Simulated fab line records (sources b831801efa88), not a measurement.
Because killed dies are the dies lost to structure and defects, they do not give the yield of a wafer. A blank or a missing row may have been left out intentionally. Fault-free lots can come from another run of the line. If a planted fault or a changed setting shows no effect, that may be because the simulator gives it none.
fab line records	flow sky130
record lots=12	wafers=36	last-day=50
route steps=708 shown METAL4@599 VIA4@639 PAD_OPEN@708
lots untouched by any fault: they come from a run of this same line in which no faults occurred
start-h: the number of hours between the record's first day and the start of the first shown wafer of the lot	wait-h: hours from the lot's prior step to this one	" the same as in the row above	L1.1+2: one row covering several wafers at once	- no value, or no start given	* or withheld: withheld	< > ~ a bound
route shown NAME@n: NAME is a module with steps in the file, n the number in the route of the first one	usual: the fault-free wafers' mean and standard deviation	same: alike in all rows	chamber/n: place in a boat	sites: readings site by site	_std_site: standard deviation across them	_edge_site: outer sites' mean less inner sites'	radius-mm: for every site, how far away it sits from the centre of the wafer	mask NAME#n: copy n	behind: the most recent tool/chamber to have shaped the wafer	hold: why the lot was held/for how many hours/how that ended	device: which transistor (n, p or np) failed to switch	end of line: the tests these same wafers got at the end of their route	a step with no rows: only its recipe	killed: dies lost to structure and defects at the first sort, not the wafer's yield	map: per-die view of a wafer (x killed, . not killed, _ where there is no die)
set.NAME: the setting as run; set.NAME@STEP: as run at that earlier step	model.NAME: the simulator's own value behind a step, which no gauge read
route steps across a sampled set of lots; one table per step, one row per wafer
services: when a tool's chamber went out of use (start-h, in hours from the record's first day, below 0 if earlier), for how many hours, and the reason
## steps
# step SKY_METAL4_SPUTTER_01
# recipe material=TiN	target-thk-nm=20	power-w=6500	time-s=16.7	chamber-pressure-pa=0.4
# usual cathode-dc-power-W=6500.1/1.1	throttle-valve-pct=29.7/0.87
lot.wafer	tool	chamber	start-h	wait-h	cathode-dc-power-W	throttle-valve-pct
L983.1	pvd-sputter-03	-	925.15	0.0	6499.6	31.2
L983.2	"	-	"	"	6499.9	29.2
L983.5	"	-	"	"	6498.4	31.0
L986.2	pvd-sputter-03	-	949.51	0.0	6501.5	29.3
L986.5	"	-	"	"	6500.5	28.8
L986.6	"	-	"	"	6501.0	30.8
L987.2	pvd-sputter-04	-	955.78	0.0	6500.4	31.4
L987.3	"	-	"	"	6501.7	29.4
L987.4	"	-	"	"	6498.9	29.3
L988.1	pvd-sputter-03	-	967.14	0.0	6498.3	28.8
L988.2	"	-	"	"	6498.7	29.2
L988.4	"	-	"	"	6500.0	31.1
L991.2	pvd-sputter-03	-	991.05	0.0	6500.9	29.3
L991.5	"	-	"	"	6501.5	30.8
L991.6	"	-	"	"	6500.8	28.7
L992.3	pvd-sputter-02	-	1002.10	0.0	6501.5	30.4
L992.4	"	-	"	"	6501.9	29.2
L992.6	"	-	"	"	6500.4	30.7
L993.1	pvd-sputter-03	-	1003.17	0.0	6499.5	29.1
L993.3	"	-	"	"	6499.7	30.9
L993.5	"	-	"	"	6500.5	29.4
L996.1	pvd-sputter-02	-	1023.92	0.0	6498.7	30.5
L996.2	"	-	"	"	6500.9	30.2
L996.4	"	-	"	"	6502.0	29.3
L998.1	pvd-sputter-03	-	1042.22	0.0	6501.0	29.0
L998.3	"	-	"	"	6501.4	29.6
L998.6	"	-	"	"	6499.3	29.3
L100.3	pvd-sputter-03	-	1054.94	0.0	6499.9	28.7
L100.4	"	-	"	"	6499.9	29.3
L100.5	"	-	"	"	6499.6	31.1
L101.1	pvd-sputter-03	-	1056.85	0.0	6500.5	29.2
L101.4	"	-	"	"	6499.1	28.9
L101.6	"	-	"	"	6498.0	31.0
L106.2	pvd-sputter-02	-	1092.26	0.0	6499.1	29.3
L106.3	"	-	"	"	6499.7	30.8
L106.5	"	-	"	"	6501.4	29.2
# step SKY_METAL4_SPUTTER_04
# recipe material=TiN	target-thk-nm=70	power-w=6500	time-s=58.3	chamber-pressure-pa=0.4
# usual cathode-dc-power-W=6499.9/1.2	throttle-valve-pct=29.7/0.84
lot.wafer	tool	chamber	start-h	wait-h	cathode-dc-power-W	throttle-valve-pct
L983.1	pvd-sputter-03	-	925.23	0.0	6501.8	30.9
L983.2	"	-	"	"	6500.2	29.3
L983.5	"	-	"	"	6499.1	30.8
L986.2	pvd-sputter-03	-	949.59	0.0	6498.9	29.3
L986.5	"	-	"	"	6500.7	28.9
L986.6	"	-	"	"	6499.5	30.7
L987.2	pvd-sputter-04	-	955.86	0.0	6498.3	31.3
L987.3	"	-	"	"	6500.1	29.6
L987.4	"	-	"	"	6499.4	29.0
L988.1	pvd-sputter-03	-	967.22	0.0	6500.6	28.9
L988.2	"	-	"	"	6501.2	28.9
L988.4	"	-	"	"	6500.6	30.9
L991.2	pvd-sputter-03	-	991.13	0.0	6501.9	29.2
L991.5	"	-	"	"	6498.5	31.0
L991.6	"	-	"	"	6499.6	28.8
L992.3	pvd-sputter-02	-	1002.18	0.0	6501.0	30.5
L992.4	"	-	"	"	6498.8	29.2
L992.6	"	-	"	"	6499.7	30.5
L993.1	pvd-sputter-03	-	1003.25	0.0	6503.5	29.2
L993.3	"	-	"	"	6499.4	30.9
L993.5	"	-	"	"	6501.6	29.1
L996.1	pvd-sputter-02	-	1024.00	0.0	6499.8	30.3
L996.2	"	-	"	"	6501.8	30.3
L996.4	"	-	"	"	6500.6	29.1
L998.1	pvd-sputter-03	-	1042.30	0.0	6500.7	29.5
L998.3	"	-	"	"	6498.3	29.3
L998.6	"	-	"	"	6499.6	29.2
L100.3	pvd-sputter-03	-	1055.02	0.0	6500.7	28.7
L100.4	"	-	"	"	6501.0	29.2
L100.5	"	-	"	"	6500.1	30.9
L101.1	pvd-sputter-03	-	1056.93	0.0	6497.9	29.4
L101.4	"	-	"	"	6498.4	29.0
L101.6	"	-	"	"	6501.3	30.9
L106.2	pvd-sputter-02	-	1092.34	0.0	6500.1	29.5
L106.3	"	-	"	"	6498.3	30.7
L106.5	"	-	"	"	6497.9	29.2
# step SKY_METAL4_OVL_MEAS_14
# usual METAL4_OVL=1/6.4
lot.wafer	tool	chamber	start-h	wait-h	METAL4_OVL[nm]
L983.1	overlay-01	-	975.18	0.1	0
L983.2	"	-	"	"	4
L983.5	"	-	"	"	3
L986.2	overlay-01	-	997.73	0.1	9
L986.5	"	-	"	"	4
L986.6	"	-	"	"	10
L987.2	overlay-02	-	1004.08	0.1	-2
L987.3	"	-	"	"	-2
L987.4	"	-	"	"	-1
L988.1	overlay-02	-	1015.03	0.1	-4
L988.2	"	-	"	"	-10
L988.4	"	-	"	"	-4
L991.2	overlay-01	-	1038.18	0.1	-11
L991.5	"	-	"	"	-7
L991.6	"	-	"	"	-14
L992.3	overlay-01	-	1048.46	0.1	-2
L992.4	"	-	"	"	2
L992.6	"	-	"	"	3
L993.1	overlay-01	-	1049.15	0.1	-2
L993.3	"	-	"	"	3
L993.5	"	-	"	"	3
L996.1	overlay-02	-	1068.45	0.1	-3
L996.2	"	-	"	"	-1
L996.4	"	-	"	"	-5
L998.1	overlay-02	-	1086.15	0.1	1
L998.3	"	-	"	"	1
L998.6	"	-	"	"	0
L100.3	overlay-01	-	1098.04	0.1	1
L100.4	"	-	"	"	-2
L100.5	"	-	"	"	4
L101.1	overlay-02	-	1099.03	0.1	7
L101.4	"	-	"	"	7
L101.6	"	-	"	"	3
L106.2	overlay-01	-	1132.73	0.1	-2
L106.3	"	-	"	"	-6
L106.5	"	-	"	"	-9
# step SKY_VIA4_HDPCVD_00
# recipe material=SiO2	target-thk-nm=1750	sigma-open-frac=0.3	time-s=291.7	temp-c=400	sih4-flow-sccm=60	pressure-mtorr=6
# usual sih4-flow-sccm=59.99/0.18
lot.wafer	tool	chamber	start-h	wait-h	sih4-flow-sccm
L983.1	hdpcvd-01	1	976.17	0.0	60.10
L983.2	"	2	"	"	60.22
L983.5	"	1	"	"	59.93
L986.2	hdpcvd-02	0	998.69	0.0	60.41
L986.5	"	2	"	"	60.26
L986.6	"	0	"	"	59.81
L987.2	hdpcvd-02	0	1005.11	0.0	59.74
L987.3	"	1	"	"	59.82
L987.4	"	0	"	"	59.84
L988.1	hdpcvd-01	2	1015.99	0.0	60.15
L988.2	"	0	"	"	59.79
L988.4	"	1	"	"	60.18
L991.2	hdpcvd-02	1	1039.18	0.0	60.20
L991.5	"	2	"	"	60.00
L991.6	"	1	"	"	60.05
L992.3	hdpcvd-02	2	1049.50	0.0	60.02
L992.4	"	1	"	"	59.66
L992.6	"	2	"	"	60.22
L993.1	hdpcvd-01	2	1050.62	0.0	60.30
L993.3	"	0	"	"	60.08
L993.5	"	0	"	"	60.04
L996.1	hdpcvd-02	2	1069.44	0.0	59.91
L996.2	"	0	"	"	60.12
L996.4	"	2	"	"	59.69
L998.1	hdpcvd-01	1	1087.28	0.0	60.11
L998.3	"	2	"	"	71.71
L998.6	"	1	"	"	60.07
L100.3	hdpcvd-01	1	1098.98	0.0	60.37
L100.4	"	0	"	"	60.23
L100.5	"	2	"	"	71.91
L101.1	hdpcvd-01	1	1100.11	0.0	60.16
L101.4	"	2	"	"	71.91
L101.6	"	0	"	"	60.28
L106.2	hdpcvd-02	2	1133.69	0.0	60.08
L106.3	"	0	"	"	59.94
L106.5	"	0	"	"	60.13
# step SKY_VIA4_THK_MEAS_01
# recipe reads=SiO2_of_VIA4_HDPCVD_00
# usual VIA4_HDPCVD_THK=1741/19
lot.wafer	tool	chamber	start-h	wait-h	VIA4_HDPCVD_THK[nm]
L983.1	film-metro-04	-	976.35	0.1	1746
L983.2	"	-	"	"	1764
L983.5	"	-	"	"	1740
L986.2	film-metro-02	-	998.88	0.1	1748
L986.5	"	-	"	"	1710
L986.6	"	-	"	"	1740
L987.2	film-metro-02	-	1005.30	0.1	1742
L987.3	"	-	"	"	1722
L987.4	"	-	"	"	1743
L988.1	film-metro-02	-	1016.17	0.1	1760
L988.2	"	-	"	"	1739
L988.4	"	-	"	"	1726
L991.2	film-metro-03	-	1039.36	0.1	1731
L991.5	"	-	"	"	1754
L991.6	"	-	"	"	1722
L992.3	film-metro-02	-	1049.70	0.1	1728
L992.4	"	-	"	"	1735
L992.6	"	-	"	"	1728
L993.1	film-metro-03	-	1050.80	0.1	1775
L993.3	"	-	"	"	1756
L993.5	"	-	"	"	1746
L996.1	film-metro-04	-	1069.61	0.1	1733
L996.2	"	-	"	"	1750
L996.4	"	-	"	"	1725
L998.1	film-metro-02	-	1087.46	0.1	1682
L998.3	"	-	"	"	2088
L998.6	"	-	"	"	1689
L100.3	film-metro-03	-	1099.18	0.1	1716
L100.4	"	-	"	"	1778
L100.5	"	-	"	"	2096
L101.1	film-metro-04	-	1100.29	0.1	1718
L101.4	"	-	"	"	2097
L101.6	"	-	"	"	1766
L106.2	film-metro-03	-	1133.88	0.1	1747
L106.3	"	-	"	"	1753
L106.5	"	-	"	"	1766
# step SKY_PAD_OPEN_PROBE_99
# usual defect-limited-yield=82.8/2.1	killed_at_M0_to_M3=42/6.6	killed_at_M4_up=3.1/1.9	killed-at-contacts=24/5.6	killed-at-front-end=15/4.8	killed-at-other=0.3/0.48	killed-dies=84/10	killed-open=47/6.8	killed-short=37/6.8	sort_bin_3_pad_short=0.9/0.48	sort_bin_5_function=10.1/1.4	sort_bin_6_memory=6.2/1.2	sort_bin_8_speed=0.00/0.017	sort-n-pass=408/10	sort-yield-pct=82.8/2.1
# same gross-dies=492	killed-at-back-side=0	sort_bin_4_leakage[%]=0
lot.wafer	tool	chamber	start-h	wait-h	defect-limited-yield[%]	killed_at_M0_to_M3	killed_at_M4_up	killed-at-contacts	killed-at-front-end	killed-at-other	killed-dies	killed-open	killed-short	sort_bin_3_pad_short[%]	sort_bin_5_function[%]	sort_bin_6_memory[%]	sort_bin_8_speed[%]	sort-n-pass	sort-yield-pct[%]
L983.1	prober-01	-	1071.87	0.1	80.5	43	4	30	18	1	96	58	37	0.8	12.2	6.5	0	396	80.5
L983.2	prober-01	-	1071.92	0.1	88.2	26	2	21	9	0	58	38	20	0.6	6.5	4.7	0	434	88.2
L983.5	prober-01	-	1072.07	0.2	79.7	45	6	25	23	1	100	60	40	1.0	11.8	7.5	0	392	79.7
L987.2	prober-01	-	1097.68	0.1	80.5	44	4	27	21	0	96	56	40	0.4	11.6	7.5	0	396	80.5
L987.3	prober-01	-	1097.73	0.2	81.7	44	3	24	19	0	90	61	29	0.8	10.6	6.9	0	402	81.7
L987.4	prober-01	-	1097.78	0.2	81.3	42	4	24	22	0	92	55	37	0.4	10.6	7.7	0	400	81.3
L992.3	prober-02	-	1136.61	0.2	84.8	41	2	19	13	0	75	47	28	1.0	7.9	6.3	0	417	84.8
L992.4	prober-02	-	1136.66	0.2	83.3	35	2	28	17	0	82	40	42	1.0	8.5	7.1	0	410	83.3
L992.6	prober-02	-	1136.76	0.2	81.5	44	5	22	20	0	91	50	41	1.0	11.6	5.9	0	401	81.5
L996.1	prober-02	-	1153.48	0.1	83.7	41	2	26	11	0	80	42	38	1.0	11.6	3.7	0	412	83.7
L996.2	prober-02	-	1153.53	0.1	80.7	46	4	38	7	0	95	56	39	0.6	10.4	8.3	0	397	80.7
L996.4	prober-02	-	1153.63	0.2	81.3	45	2	29	16	0	92	44	48	0.8	9.8	8.1	0	400	81.3
L998.1	prober-02	-	1168.12	0.1	86.8	35	5	13	12	0	65	47	18	0.2	7.9	5.1	0	427	86.8
L998.3	prober-02	-	1168.22	0.2	81.7	48	2	20	20	0	90	41	49	0.8	11.2	6.3	0	402	81.7
L998.6	prober-02	-	1168.37	0.2	84.1	51	4	6	16	1	78	40	37	0.6	10.6	4.7	0	414	84.1
L100.3	prober-02	-	1177.32	0.2	78.7	50	2	35	18	0	105	58	47	1.2	11.0	9.1	0	387	78.7
L100.4	prober-02	-	1177.37	0.2	81.9	48	3	22	16	0	89	50	39	1.2	9.6	7.3	0	403	81.9
L100.5	prober-02	-	1177.42	0.2	82.1	41	6	25	16	0	88	50	38	0.8	10.0	7.1	0	404	82.1
L106.2	prober-02	-	1203.43	0.1	83.9	37	1	26	15	0	79	41	38	0.4	8.5	7.1	0	413	83.9
L106.3	prober-02	-	1203.48	0.2	82.5	36	5	27	18	0	86	51	35	0.6	10.2	6.7	0	406	82.5
L106.5	prober-02	-	1203.58	0.2	85.2	34	3	24	11	1	73	38	35	1.4	8.1	5.3	0	419	85.2
# killed by level:class
L983.1 CONTACT:geometric-particle:open=11 POLY_GATE:geometric-particle:open=9 LOCAL_INTERCONNECT:geometric-particle:short=9 VIA1:geometric-particle:open=9 VIA2:geometric-particle:open=8 METAL2:geometric-particle:short=7 LI_CONTACT:geometric-particle:open=7 METAL1:geometric-particle:short=4
L983.2 CONTACT:geometric-particle:open=11 VIA1:geometric-particle:open=6 VIA2:geometric-particle:open=5 VIA3:geometric-particle:open=5 LI_CONTACT:geometric-particle:open=4 LOCAL_INTERCONNECT:geometric-particle:short=4 POLY_GATE:geometric-particle:open=3 METAL2:geometric-particle:short=3
L983.5 VIA1:geometric-particle:open=12 CONTACT:geometric-particle:open=10 VIA2:geometric-particle:open=10 POLY_GATE:geometric-particle:open=8 FIELD_ISO:geometric-particle:short=6 LI_CONTACT:geometric-particle:open=6 VIA2:geometric-particle:short=5 POLY_GATE:geometric-particle:short=4
L987.2 CONTACT:geometric-particle:open=12 VIA1:geometric-particle:open=11 VIA3:geometric-particle:open=6 POLY_GATE:geometric-particle:open=6 FIELD_ISO:geometric-particle:short=5 LI_CONTACT:geometric-particle:open=5 LOCAL_INTERCONNECT:geometric-particle:short=5 METAL1:geometric-particle:short=5
L987.3 LI_CONTACT:geometric-particle:open=12 VIA1:geometric-particle:open=9 VIA2:geometric-particle:open=9 POLY_GATE:geometric-particle:short=6 METAL2:geometric-particle:short=6 VIA3:geometric-particle:open=5 POLY_GATE:geometric-particle:open=4 SPACER:geometric-particle:open=4
L987.4 LI_CONTACT:geometric-particle:open=11 VIA1:geometric-particle:open=10 POLY_GATE:geometric-particle:short=7 VIA2:geometric-particle:open=6 VIA3:geometric-particle:open=6 FIELD_ISO:geometric-particle:open=5 POLY_GATE:geometric-particle:open=5 CONTACT:geometric-particle:open=5
L992.3 VIA1:geometric-particle:open=10 VIA2:geometric-particle:open=10 CONTACT:geometric-particle:open=8 METAL2:geometric-particle:short=6 FIELD_ISO:geometric-particle:open=4 LI_CONTACT:geometric-particle:open=4 CONTACT:geometric-particle:short=4 VIA3:geometric-particle:open=4
L992.4 CONTACT:geometric-particle:open=10 CONTACT:geometric-particle:short=8 VIA3:geometric-particle:open=7 FIELD_ISO:geometric-particle:open=6 METAL2:geometric-particle:short=6 FIELD_ISO:geometric-particle:short=5 LI_CONTACT:geometric-particle:open=5 VIA1:geometric-particle:short=5
L992.6 VIA1:geometric-particle:open=9 CONTACT:geometric-particle:open=8 VIA3:geometric-particle:open=8 FIELD_ISO:geometric-particle:open=7 METAL2:geometric-particle:short=7 METAL1:geometric-particle:short=6 FIELD_ISO:geometric-particle:short=5 LI_CONTACT:geometric-particle:open=4
L996.1 CONTACT:geometric-particle:open=13 VIA1:geometric-particle:open=13 METAL2:geometric-particle:short=11 CONTACT:geometric-particle:short=6 LI_CONTACT:geometric-particle:open=5 VIA2:geometric-particle:open=5 POLY_GATE:geometric-particle:short=4 VIA1:geometric-particle:short=4
L996.2 CONTACT:geometric-particle:open=14 VIA1:geometric-particle:open=13 LI_CONTACT:geometric-particle:open=9 CONTACT:geometric-particle:short=7 VIA2:geometric-particle:open=7 VIA1:geometric-particle:short=6 LOCAL_INTERCONNECT:geometric-particle:short=5 VIA3:geometric-particle:open=5
L996.4 VIA1:geometric-particle:open=13 CONTACT:geometric-particle:open=9 METAL2:geometric-particle:short=8 FIELD_ISO:geometric-particle:short=7 LI_CONTACT:geometric-particle:open=6 CONTACT:geometric-particle:short=6 METAL1:geometric-particle:short=6 VIA3:geometric-particle:open=6
L998.1 VIA1:geometric-particle:open=10 VIA3:geometric-particle:open=8 CONTACT:geometric-particle:open=5 FIELD_ISO:geometric-particle:open=4 POLY_GATE:geometric-particle:open=4 METAL2:geometric-particle:short=4 SPACER:geometric-particle:open=3 LI_CONTACT:geometric-particle:open=3
L998.3 VIA1:geometric-particle:open=10 FIELD_ISO:geometric-particle:open=8 CONTACT:geometric-particle:open=8 METAL2:geometric-particle:short=7 FIELD_ISO:geometric-particle:short=6 METAL1:geometric-particle:short=6 VIA1:geometric-particle:short=6 VIA3:geometric-particle:open=6
L998.6 VIA1:geometric-particle:open=13 VIA1:geometric-particle:short=7 METAL2:geometric-particle:short=7 METAL1:geometric-particle:short=6 VIA3:geometric-particle:short=6 VIA2:geometric-particle:open=5 SPACER:geometric-particle:short=5 VIA3:geometric-particle:open=5
L100.3 VIA1:geometric-particle:open=15 CONTACT:geometric-particle:open=13 CONTACT:geometric-particle:short=8 LI_CONTACT:geometric-particle:open=7 FIELD_ISO:geometric-particle:open=6 VIA2:geometric-particle:open=6 FIELD_ISO:geometric-particle:short=5 METAL1:geometric-particle:short=5
L100.4 VIA1:geometric-particle:open=12 METAL2:geometric-particle:short=11 CONTACT:geometric-particle:open=9 VIA3:geometric-particle:open=8 VIA2:geometric-particle:open=7 POLY_GATE:geometric-particle:short=6 FIELD_ISO:geometric-particle:open=4 LI_CONTACT:geometric-particle:open=4
L100.5 CONTACT:geometric-particle:open=12 VIA1:geometric-particle:open=8 VIA2:geometric-particle:open=7 LI_CONTACT:geometric-particle:open=6 CONTACT:geometric-particle:short=5 METAL2:geometric-particle:short=5 FIELD_ISO:geometric-particle:short=4 POLY_GATE:geometric-particle:short=4
L106.2 CONTACT:geometric-particle:open=9 LI_CONTACT:geometric-particle:open=8 VIA2:geometric-particle:open=6 METAL2:geometric-particle:short=6 FIELD_ISO:geometric-particle:open=5 VIA1:geometric-particle:short=5 METAL1:geometric-particle:short=5 CONTACT:geometric-particle:short=4
L106.3 VIA1:geometric-particle:open=11 CONTACT:geometric-particle:open=10 FIELD_ISO:geometric-particle:open=9 CONTACT:geometric-particle:short=8 VIA2:geometric-particle:open=5 LI_CONTACT:geometric-particle:open=5 FIELD_ISO:geometric-particle:short=4 METAL2:geometric-particle:short=4
L106.5 LI_CONTACT:geometric-particle:open=8 CONTACT:geometric-particle:open=7 METAL1:geometric-particle:short=6 VIA1:geometric-particle:short=6 VIA1:geometric-particle:open=5 FIELD_ISO:geometric-particle:short=4 FIELD_ISO:geometric-particle:open=4 LOCAL_INTERCONNECT:geometric-particle:short=4
## services
tool	chamber	start-h	hours	kind
hdpcvd-01	-	904.01	6.0	pm
hdpcvd-02	-	924.40	2.3	repair
hdpcvd-02	1	926.87	3.8	repair
pvd-sputter-02	-	927.87	0.9	repair
pvd-sputter-04	2	931.12	-	consumable-replace:kit
hdpcvd-01	-	950.25	15.0	pm
hdpcvd-01	0	950.25	15.0	vent-cycle
hdpcvd-01	1	950.25	15.0	vent-cycle
hdpcvd-01	2	950.25	15.0	vent-cycle
hdpcvd-01	0	965.25	-	clean
hdpcvd-01	1	965.25	-	clean
hdpcvd-01	2	965.25	-	clean
pvd-sputter-03	1	1003.30	-	consumable-replace:kit
pvd-sputter-03	1	1003.30	18.0	scheduled-down
pvd-sputter-03	1	1003.30	18.0	vent-cycle
pvd-sputter-03	-	1016.58	0.5	repair
hdpcvd-02	-	1021.63	0.7	repair
pvd-sputter-02	-	1031.99	18.2	repair
hdpcvd-01	-	1037.67	2.8	pm
pvd-sputter-02	1	1073.64	-	consumable-replace:kit
pvd-sputter-02	1	1073.64	18.0	scheduled-down
pvd-sputter-02	1	1073.64	18.0	vent-cycle
hdpcvd-02	-	1076.89	2.8	pm
pvd-sputter-04	-	1099.04	6.1	repair
## key
first-sign step=SKY_VIA4_HDPCVD_00	reading=sih4-flow-sccm	direction=up	sigmas=64	usual=59.99	struck=71.84
effect step=SKY_VIA4_THK_MEAS_01	reading=VIA4_HDPCVD_THK	direction=up	sigmas=19	usual=1741	struck=2094
met-at SKY_VIA4_HDPCVD_00
struck-lots L998,L100,L101
struck-wafers L998.3,L100.5,L101.4
not-acting-at SKY_METAL4_SPUTTER_01,SKY_METAL4_SPUTTER_04,SKY_METAL4_OVL_MEAS_14
onset-between 1050.62 1087.28
fault kind=process-parameter-drift	tool=hdpcvd-01	chamber=2	onset-h=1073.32	steps=SKY_VIA4_HDPCVD_00	channel=sih4-flow-sccm	offset=12	shape=step	end-h=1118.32	acts-in=these-recipes-only	stated=60
